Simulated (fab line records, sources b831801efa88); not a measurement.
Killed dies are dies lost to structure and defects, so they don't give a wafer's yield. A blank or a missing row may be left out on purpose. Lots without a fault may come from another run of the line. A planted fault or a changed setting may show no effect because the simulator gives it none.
fab line records | flow sky130
record lots=12 wafers=36 last_day=50
route steps=708 shown VIA1@481 METAL2@499 VIA2@507 PAD_OPEN@708
lots that met no fault: from a run of the same line without faults
start_h: hours from the record's first day to the start of the lot's first wafer shown | wait_h: hours since the lot's step before | " the same as in the row above | L1.1+2: a row that stands for several wafers | - no value, or no start given | * or withheld: withheld | < > ~ a bound
route shown NAME@n: a module of which the file shows steps, and the number in the route of the first | usual: mean/standard deviation of fault-free wafers | same: alike in all rows | chamber/n: place in a boat | sites: the reading at each site | _std_site: their standard deviation | _edge_site: outer sites' mean less inner sites' | radius_mm: how far each site lies from the wafer's centre | mask NAME#n: copy n | behind: the tool/chamber that last shaped the wafer | hold: why the lot was held/for how many hours/how that ended | device: the transistor (n, p or np) that didn't switch | end of line: the same wafers' tests at the end of the route | a step without rows: its recipe alone | killed: dies lost to structure and defects at the first sort, not the wafer's yield | map: a wafer's dies, x killed, . not, _ none there
set.NAME: the setting as run; set.NAME@STEP: as run at that earlier step | model.NAME: the simulator's own value behind a step, which no gauge read
steps of the route over a sample of lots; a table a step, a row a wafer
services: from which hour (start_h, from the record's first day; less than 0 if before it) a tool's chamber was out of use, for how many hours, and why
## steps
# step SKY_VIA1_THK_MEAS_23
# recipe thk_meas_gauge=xrf reads=W_of_VIA1_CVD_21
# usual VIA1_W_THK=277/5.7
# columns lot.wafer tool chamber start_h wait_h VIA1_W_THK[nm]
L403.4 film_metro-04 - 814.77 0.1 271
L403.5 " - " " 274
L403.6 " - " " 273
L404.1 film_metro-03 - 817.87 0.1 274
L404.4 " - " " 280
L404.6 " - " " 277
L405.2 film_metro-04 - 823.65 0.1 271
L405.5 " - " " 271
L405.6 " - " " 279
L407.1 film_metro-03 - 848.28 0.1 272
L407.3 " - " " 272
L407.5 " - " " 271
L410.1 film_metro-01 - 860.03 0.1 277
L410.3 " - " " 278
L410.6 " - " " 289
L412.1 film_metro-01 - 860.94 0.1 275
L412.4 " - " " 281
L412.6 " - " " 276
L413.4 film_metro-01 - 890.70 0.1 272
L413.5 " - " " 270
L413.6 " - " " 271
L417.1 film_metro-01 - 913.31 0.1 279
L417.2 " - " " 288
L417.4 " - " " 285
L416.3 film_metro-04 - 915.76 0.1 275
L416.4 " - " " 282
L416.6 " - " " 275
L418.4 film_metro-04 - 919.66 0.1 269
L418.5 " - " " 270
L418.6 " - " " 271
L420.1 film_metro-03 - 947.88 0.1 277
L420.4 " - " " 275
L420.5 " - " " 272
L421.1 film_metro-04 - 951.44 0.1 270
L421.3 " - " " 271
L421.6 " - " " 270
# step SKY_METAL2_OVL_MEAS_16
# usual METAL2_OVL=4/5.3
# columns lot.wafer tool chamber start_h wait_h METAL2_OVL[nm]
L403.4 overlay-02 - 842.26 0.1 -3
L403.5 " - " " 2
L403.6 " - " " -1
L404.1 overlay-02 - 845.34 0.1 11
L404.4 " - " " 10
L404.6 " - " " 2
L405.2 overlay-01 - 850.79 0.1 1
L405.5 " - " " 8
L405.6 " - " " 8
L407.1 overlay-02 - 874.49 0.1 14
L407.3 " - " " 7
L407.5 " - " " 11
L410.1 overlay-01 - 886.44 0.1 -1
L410.3 " - " " 1
L410.6 " - " " -2
L412.1 overlay-01 - 887.65 0.1 9
L412.4 " - " " 5
L412.6 " - " " 5
L413.4 overlay-01 - 913.56 0.1 12
L413.5 " - " " 13
L413.6 " - " " 7
L417.1 overlay-01 - 939.25 0.1 1
L417.2 " - " " 9
L417.4 " - " " 5
L416.3 overlay-01 - 941.51 0.1 4
L416.4 " - " " 8
L416.6 " - " " 8
L418.4 overlay-01 - 945.11 0.1 -2
L418.5 " - " " -2
L418.6 " - " " -5
L420.1 overlay-01 - 972.39 0.1 10
L420.4 " - " " 14
L420.5 " - " " 3
L421.1 overlay-02 - 975.84 0.1 2
L421.3 " - " " 4
L421.6 " - " " 8
# step SKY_METAL2_DESCUM_17
# recipe chemistry=O2 source_power_w=150 bias_power_w=0 pressure_mtorr=10 temp_c=40 time_s=8
# usual chamber_pressure_mTorr=10.001/0.0089 drypump_motor_current_A=5.8/0.54 he_backside_leak_sccm=3.40/0.27 oes_product_au=0.995/0.01
# columns lot.wafer tool chamber start_h wait_h chamber_pressure_mTorr drypump_motor_current_A he_backside_leak_sccm oes_product_au rf_hours_counter_h
L403.4 rie_metal-04 0 842.29 0.0 10.009 5.3 3.67 0.987 -
L403.5 " 0 " " 10.008 5.3 3.64 0.985 -
L403.6 " 1 " " 10.009 6.1 3.56 0.982 -
L404.1 rie_metal-03 0 845.37 0.0 10.001 5.1 3.05 0.998 9
L404.4 " 0 " " 10.014 5.1 2.94 0.992 -
L404.6 " 1 " " 9.986 6.0 3.52 1.002 -
L405.2 rie_metal-04 1 850.82 0.0 9.999 6.0 3.52 0.989 4
L405.5 " 0 " " 9.997 5.3 3.71 1.000 -
L405.6 " 1 " " 10.016 6.0 3.45 0.987 -
L407.1 rie_metal-02 1 874.53 0.0 9.998 5.8 3.01 0.998 3
L407.3 " 1 " " 9.998 5.8 3.09 0.996 -
L407.5 " 1 " " 9.988 5.8 3.10 1.004 -
L410.1 rie_metal-04 0 886.48 0.0 9.992 5.3 3.47 0.991 10
L410.3 " 0 " " 10.009 5.3 3.59 0.997 -
L410.6 " 0 " " 10.003 5.3 3.45 0.987 -
L412.1 rie_metal-03 1 887.69 0.0 10.017 6.0 3.36 0.999 6
L412.4 " 1 " " 10.005 6.0 3.22 1.000 -
L412.6 " 0 " " 9.999 5.1 3.23 1.005 -
L413.4 rie_metal-04 1 913.59 0.0 10.002 6.1 3.52 0.991 -
L413.5 " 1 " " 10.006 6.1 3.51 0.994 -
L413.6 " 0 " " 10.009 5.3 5.12 0.992 -
L417.1 rie_metal-04 1 939.29 0.0 10.002 6.0 3.62 0.980 8
L417.2 " 0 " " 10.023 5.3 3.37 0.992 12
L417.4 " 0 " " 9.999 5.3 3.50 0.984 -
L416.3 rie_metal-03 1 941.55 0.0 10.000 6.0 3.38 1.009 -
L416.4 " 0 " " 9.997 5.1 3.14 0.983 -
L416.6 " 0 " " 9.994 5.1 3.09 0.987 -
L418.4 rie_metal-04 1 945.14 0.0 10.002 6.1 3.51 0.989 -
L418.5 " 0 " " 10.005 5.3 3.52 0.997 -
L418.6 " 1 " " 10.010 6.1 3.47 0.981 -
L420.1 rie_metal-03 1 972.43 0.0 9.998 6.0 3.43 0.999 9
L420.4 " 0 " " 9.996 5.1 3.28 0.980 -
L420.5 " 0 " " 9.995 5.1 3.03 0.976 -
L421.1 rie_metal-02 1 975.88 0.0 9.995 5.8 3.09 0.999 9
L421.3 " 0 " " 10.017 6.8 3.47 0.997 -
L421.6 " 1 " " 9.998 5.8 3.06 0.996 -
# step SKY_VIA2_HDPCVD_00
# recipe material=SiO2 target_thk_nm=1180 sigma_open_frac=0.3 time_s=196.7 temp_c=400 sih4_flow_sccm=60 pressure_mtorr=6
# usual pressure_mtorr=5.999/0.011 sih4_flow_sccm=60.01/0.19
# columns lot.wafer tool chamber start_h wait_h pressure_mtorr sih4_flow_sccm
L403.4 hdpcvd-02 2 843.16 0.1 6.004 59.90
L403.5 " 1 " " 5.992 59.99
L403.6 " 0 " " 6.008 60.18
L404.1 hdpcvd-02 0 846.16 0.0 6.002 59.74
L404.4 " 2 " " 6.003 59.71
L404.6 " 1 " " 6.009 60.24
L405.2 hdpcvd-02 2 851.60 0.0 6.008 60.11
L405.5 " 0 " " 5.995 60.29
L405.6 " 2 " " 6.017 59.92
L407.1 hdpcvd-02 1 875.74 0.0 5.990 60.05
L407.3 " 0 " " 6.000 60.05
L407.5 " 1 " " 6.000 59.73
L410.1 hdpcvd-01 1 887.40 0.0 5.992 60.05
L410.3 " 2 " " 6.004 60.10
L410.6 " 1 " " 5.993 59.73
L412.1 hdpcvd-02 2 888.52 0.0 5.986 60.08
L412.4 " 2 " " 6.009 59.88
L412.6 " 1 " " 6.008 59.59
L413.4 hdpcvd-02 0 914.42 0.1 5.968 59.93
L413.5 " 1 " " 5.994 60.25
L413.6 " 2 " " 6.013 59.83
L417.1 hdpcvd-02 0 940.06 0.0 6.006 60.32
L417.2 " 2 " " 6.005 60.11
L417.4 " 2 " " 5.999 59.84
L416.3 hdpcvd-02 0 942.31 0.0 6.000 48.08
L416.4 " 1 " " 5.986 48.01
L416.6 " 0 " " 5.998 48.12
L418.4 hdpcvd-02 0 945.97 0.1 6.022 47.76
L418.5 " 2 " " 6.005 47.65
L418.6 " 1 " " 5.977 47.75
L420.1 hdpcvd-01 0 973.20 0.0 5.989 60.28
L420.4 " 0 " " 6.010 60.05
L420.5 " 1 " " 6.010 60.53
L421.1 hdpcvd-01 0 976.65 0.0 6.008 60.12
L421.3 " 2 " " 5.982 60.11
L421.6 " 1 " " 5.987 60.17
# step SKY_VIA2_THK_MEAS_01
# recipe reads=SiO2_of_VIA2_HDPCVD_00
# usual VIA2_HDPCVD_THK=1180/12
# columns lot.wafer tool chamber start_h wait_h hold VIA2_HDPCVD_THK[nm]
L403.4 film_metro-01 - 843.25 0.0 - 1184
L403.5 " - " " - 1188
L403.6 " - " " - 1170
L404.1 film_metro-04 - 846.29 0.1 - 1183
L404.4 " - " " - 1176
L404.6 " - " " - 1173
L405.2 film_metro-04 - 851.74 0.1 - 1182
L405.5 " - " " - 1180
L405.6 " - " " - 1195
L407.1 film_metro-02 - 875.87 0.1 - 1180
L407.3 " - " " - 1190
L407.5 " - " " - 1186
L410.1 film_metro-04 - 887.53 0.1 - 1183
L410.3 " - " " - 1172
L410.6 " - " " - 1190
L412.1 film_metro-04 - 888.65 0.1 - 1199
L412.4 " - " " - 1191
L412.6 " - " " - 1176
L413.4 film_metro-02 - 914.51 0.0 - 1198
L413.5 " - " " - 1172
L413.6 " - " " - 1192
L417.1 film_metro-04 - 940.19 0.1 - 1193
L417.2 " - " " - 1195
L417.4 " - " " - 1175
L416.3 film_metro-02 - 942.46 0.1 await_dispo/0.2h/release 956
L416.4 " - " " await_dispo/0.2h/release 950
L416.6 " - " " await_dispo/0.2h/release 931
L416.3 film_metro-02 - 942.69 0.2 - 956
L416.4 " - " " - 951
L416.6 " - " " - 931
L418.4 film_metro-02 - 946.06 0.0 await_dispo/0.2h/release 938
L418.5 " - " " await_dispo/0.2h/release 947
L418.6 " - " " await_dispo/0.2h/release 953
L418.4 film_metro-02 - 946.29 0.2 - 937
L418.5 " - " " - 947
L418.6 " - " " - 954
L420.1 film_metro-01 - 973.33 0.1 - 1180
L420.4 " - " " - 1197
L420.5 " - " " - 1188
L421.1 film_metro-02 - 976.78 0.1 - 1173
L421.3 " - " " - 1160
L421.6 " - " " - 1172
# step SKY_PAD_OPEN_PROBE_99
# usual defect_limited_yield=82.6/1.9 killed_at_M0_to_M3=43/7.2 killed_at_M4_up=3.5/2 killed_at_contacts=24/5.2 killed_at_front_end=15/4.4 killed_at_other=0.2/0.48 killed_dies=85/9.4 killed_open=46/7.3 killed_short=39/6.1
# same gross_dies=492 killed_at_back_side=0
# columns lot.wafer tool chamber start_h wait_h defect_limited_yield[%] killed_at_M0_to_M3 killed_at_M4_up killed_at_contacts killed_at_front_end killed_at_other killed_dies killed_open killed_short
L404.1 prober-02 - 1099.22 0.1 88.2 23 4 13 18 0 58 26 32
L404.4 prober-02 - 1099.37 0.2 83.5 25 8 27 20 1 81 34 47
L404.6 prober-02 - 1099.47 0.2 85.8 41 4 18 7 0 70 37 33
L407.1 prober-01 - 1116.08 0.1 82.7 50 4 17 14 0 85 47 37
L407.3 prober-01 - 1116.18 0.2 83.1 43 8 20 10 2 83 45 38
L407.5 prober-01 - 1116.28 0.2 81.5 42 5 28 16 0 91 44 45
L412.1 prober-02 - 1127.15 0.1 83.9 35 4 22 18 0 79 42 37
L412.4 prober-02 - 1127.30 0.2 83.3 40 2 29 10 1 82 41 41
L412.6 prober-02 - 1127.40 0.2 87.0 29 0 21 14 0 64 34 30
L413.4 prober-01 - 1149.00 0.2 78.9 58 1 27 18 0 104 59 45
L413.5 prober-01 - 1149.05 0.2 83.5 34 7 28 12 0 81 49 32
L413.6 prober-01 - 1149.10 0.2 77.0 56 9 26 22 0 113 61 52
L417.1 prober-02 - 1165.06 0.1 82.1 38 4 30 13 3 88 40 44
L417.2 prober-02 - 1165.11 0.1 82.7 39 4 27 13 2 85 43 40
L417.4 prober-02 - 1165.21 0.2 83.5 45 4 21 11 0 81 42 39
L416.3 prober-01 - 1166.68 0.2 83.9 36 1 25 16 1 79 43 36
L416.4 prober-01 - 1166.73 0.2 81.1 31 3 28 31 0 93 52 41
L416.6 prober-01 - 1166.83 0.2 82.7 37 2 25 21 0 85 43 42
L418.4 prober-02 - 1169.76 0.2 81.1 48 2 27 16 0 93 46 46
L418.5 prober-02 - 1169.81 0.2 82.9 33 1 31 19 0 84 56 28
L418.6 prober-02 - 1169.86 0.2 81.1 48 2 27 16 0 93 50 43
# killed by level:class
L404.1 VIA1:geometric_particle:open=6 LI_CONTACT:geometric_particle:open=5 METAL1:geometric_particle:open=4 FIELD_ISO:geometric_particle:short=3 FIELD_ISO:geometric_particle:open=3 POLY_GATE:geometric_particle:short=3 POLY_CUT:geometric_particle:short=3 CONTACT:geometric_particle:short=3
L404.4 CONTACT:geometric_particle:open=8 FIELD_ISO:geometric_particle:short=7 LOCAL_INTERCONNECT:geometric_particle:short=7 METAL4:geometric_particle:short=5 LI_CONTACT:geometric_particle:open=4 CONTACT:geometric_particle:short=4 VIA1:geometric_particle:short=4 METAL2:geometric_particle:short=4
L404.6 CONTACT:geometric_particle:open=10 VIA2:geometric_particle:open=8 VIA1:geometric_particle:open=7 VIA3:geometric_particle:open=7 METAL2:geometric_particle:short=6 METAL3:geometric_particle:short=4 LOCAL_INTERCONNECT:geometric_particle:short=3 CONTACT:geometric_particle:short=3
L407.1 VIA1:geometric_particle:open=11 CONTACT:geometric_particle:open=9 VIA2:geometric_particle:open=9 METAL1:geometric_particle:short=7 METAL2:geometric_particle:short=7 FIELD_ISO:geometric_particle:open=5 VIA1:geometric_particle:short=5 FIELD_ISO:geometric_particle:short=4
L407.3 CONTACT:geometric_particle:open=10 VIA1:geometric_particle:open=9 LI_CONTACT:geometric_particle:open=6 VIA3:geometric_particle:open=6 METAL1:geometric_particle:short=5 VIA1:geometric_particle:short=5 METAL2:geometric_particle:short=5 METAL4:geometric_particle:short=5
L407.5 CONTACT:geometric_particle:open=9 VIA1:geometric_particle:short=8 CONTACT:geometric_particle:short=7 METAL1:geometric_particle:short=7 LI_CONTACT:geometric_particle:open=6 VIA3:geometric_particle:open=6 POLY_GATE:geometric_particle:open=5 VIA2:geometric_particle:open=5
L412.1 VIA1:geometric_particle:open=7 FIELD_ISO:geometric_particle:short=5 LI_CONTACT:geometric_particle:short=5 LI_CONTACT:geometric_particle:open=5 CONTACT:geometric_particle:open=5 VIA3:geometric_particle:open=5 VIA3:geometric_particle:short=5 FIELD_ISO:geometric_particle:open=4
L412.4 LI_CONTACT:geometric_particle:open=11 CONTACT:geometric_particle:open=7 VIA3:geometric_particle:short=6 VIA1:geometric_particle:open=6 VIA2:geometric_particle:open=6 VIA1:geometric_particle:short=5 CONTACT:geometric_particle:short=4 METAL1:geometric_particle:short=4
L412.6 LI_CONTACT:geometric_particle:open=8 CONTACT:geometric_particle:open=8 METAL1:geometric_particle:short=5 FIELD_ISO:geometric_particle:short=4 VIA2:geometric_particle:open=4 VIA3:geometric_particle:open=4 CONTACT:geometric_particle:short=3 VIA1:geometric_particle:short=3
L413.4 VIA1:geometric_particle:open=20 CONTACT:geometric_particle:open=12 VIA1:geometric_particle:short=9 LI_CONTACT:geometric_particle:open=8 POLY_GATE:geometric_particle:short=7 METAL2:geometric_particle:short=6 VIA3:geometric_particle:open=6 VIA2:geometric_particle:short=4
L413.5 CONTACT:geometric_particle:open=10 VIA1:geometric_particle:open=9 LI_CONTACT:geometric_particle:open=8 METAL1:geometric_particle:short=7 FIELD_ISO:geometric_particle:open=6 METAL4:geometric_particle:short=6 VIA2:geometric_particle:open=6 VIA3:geometric_particle:open=6
L413.6 VIA2:geometric_particle:open=11 VIA1:geometric_particle:open=10 LI_CONTACT:geometric_particle:open=9 VIA3:geometric_particle:open=9 POLY_GATE:geometric_particle:short=7 METAL4:geometric_particle:short=7 VIA1:geometric_particle:short=7 FIELD_ISO:geometric_particle:short=6
L417.1 CONTACT:geometric_particle:open=10 VIA1:geometric_particle:open=9 CONTACT:geometric_particle:short=7 VIA1:geometric_particle:short=6 VIA3:geometric_particle:open=5 METAL1:geometric_particle:short=5 METAL2:geometric_particle:short=5 FIELD_ISO:geometric_particle:short=4
L417.2 LI_CONTACT:geometric_particle:open=7 CONTACT:geometric_particle:open=7 CONTACT:geometric_particle:short=7 VIA1:geometric_particle:open=7 VIA3:geometric_particle:open=7 METAL1:geometric_particle:short=6 VIA1:geometric_particle:short=5 METAL2:geometric_particle:short=5
L417.4 VIA1:geometric_particle:open=10 CONTACT:geometric_particle:open=8 VIA2:geometric_particle:open=8 VIA1:geometric_particle:short=7 VIA3:geometric_particle:short=6 LI_CONTACT:geometric_particle:open=5 METAL1:geometric_particle:short=4 METAL2:geometric_particle:short=4
L416.3 CONTACT:geometric_particle:open=9 VIA1:geometric_particle:open=9 CONTACT:geometric_particle:short=6 POLY_GATE:geometric_particle:short=6 METAL2:geometric_particle:short=6 LOCAL_INTERCONNECT:geometric_particle:open=4 METAL1:geometric_particle:short=4 VIA3:geometric_particle:open=4
L416.4 POLY_GATE:geometric_particle:short=9 FIELD_ISO:geometric_particle:open=8 VIA1:geometric_particle:open=8 CONTACT:geometric_particle:open=8 LOCAL_INTERCONNECT:geometric_particle:short=7 POLY_GATE:geometric_particle:open=6 VIA2:geometric_particle:open=5 LI_CONTACT:geometric_particle:short=4
L416.6 VIA2:geometric_particle:open=8 LI_CONTACT:geometric_particle:open=7 VIA1:geometric_particle:short=7 FIELD_ISO:geometric_particle:open=6 CONTACT:geometric_particle:short=6 CONTACT:geometric_particle:open=6 FIELD_ISO:geometric_particle:short=4 POLY_GATE:geometric_particle:short=4
L418.4 CONTACT:geometric_particle:open=11 VIA1:geometric_particle:open=10 VIA3:geometric_particle:open=10 FIELD_ISO:geometric_particle:short=7 CONTACT:geometric_particle:short=7 LOCAL_INTERCONNECT:geometric_particle:short=6 VIA2:geometric_particle:open=6 METAL3:geometric_particle:short=5
L418.5 CONTACT:geometric_particle:open=10 LI_CONTACT:geometric_particle:open=9 VIA3:geometric_particle:open=8 VIA1:geometric_particle:open=7 FIELD_ISO:geometric_particle:open=6 POLY_GATE:geometric_particle:short=5 CONTACT:geometric_particle:short=5 VIA2:geometric_particle:open=5
L418.6 VIA1:geometric_particle:open=13 CONTACT:geometric_particle:open=8 LI_CONTACT:geometric_particle:open=8 VIA2:geometric_particle:open=8 FIELD_ISO:geometric_particle:short=6 METAL3:geometric_particle:short=5 POLY_GATE:geometric_particle:short=4 METAL1:geometric_particle:short=4
## services
# columns tool chamber start_h hours kind
hdpcvd-01 1 853.36 2.4 repair
hdpcvd-02 0 896.47 9.6 repair
rie_metal-03 - 945.62 1.4 pm
rie_metal-03 - 947.72 14.6 pm
hdpcvd-02 - 950.25 15.0 pm
hdpcvd-02 0 950.25 15.0 vent_cycle
hdpcvd-02 1 950.25 15.0 vent_cycle
hdpcvd-02 2 950.25 15.0 vent_cycle
hdpcvd-02 0 965.25 - clean
hdpcvd-02 1 965.25 - clean
hdpcvd-02 2 965.25 - clean
## key
first_sign step=SKY_VIA2_HDPCVD_00 reading=sih4_flow_sccm direction=down sigmas=63 usual=60.01 struck=47.90
effect step=SKY_VIA2_THK_MEAS_01 reading=visit direction=added
effect step=SKY_VIA2_THK_MEAS_01 reading=VIA2_HDPCVD_THK direction=down sigmas=20 usual=1180 struck=946
met_at SKY_VIA2_HDPCVD_00
struck_lots L416,L418
not_acting_at SKY_VIA1_THK_MEAS_23,SKY_METAL2_OVL_MEAS_16,SKY_METAL2_DESCUM_17
onset_between 940.06 942.31
fault kind=process_parameter_drift tool=hdpcvd-02 chamber=- onset_h=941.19 steps=SKY_VIA2_HDPCVD_00 channel=sih4_flow_sccm offset=-12 shape=step end_h=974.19 acts_in=these_recipes_only stated=60
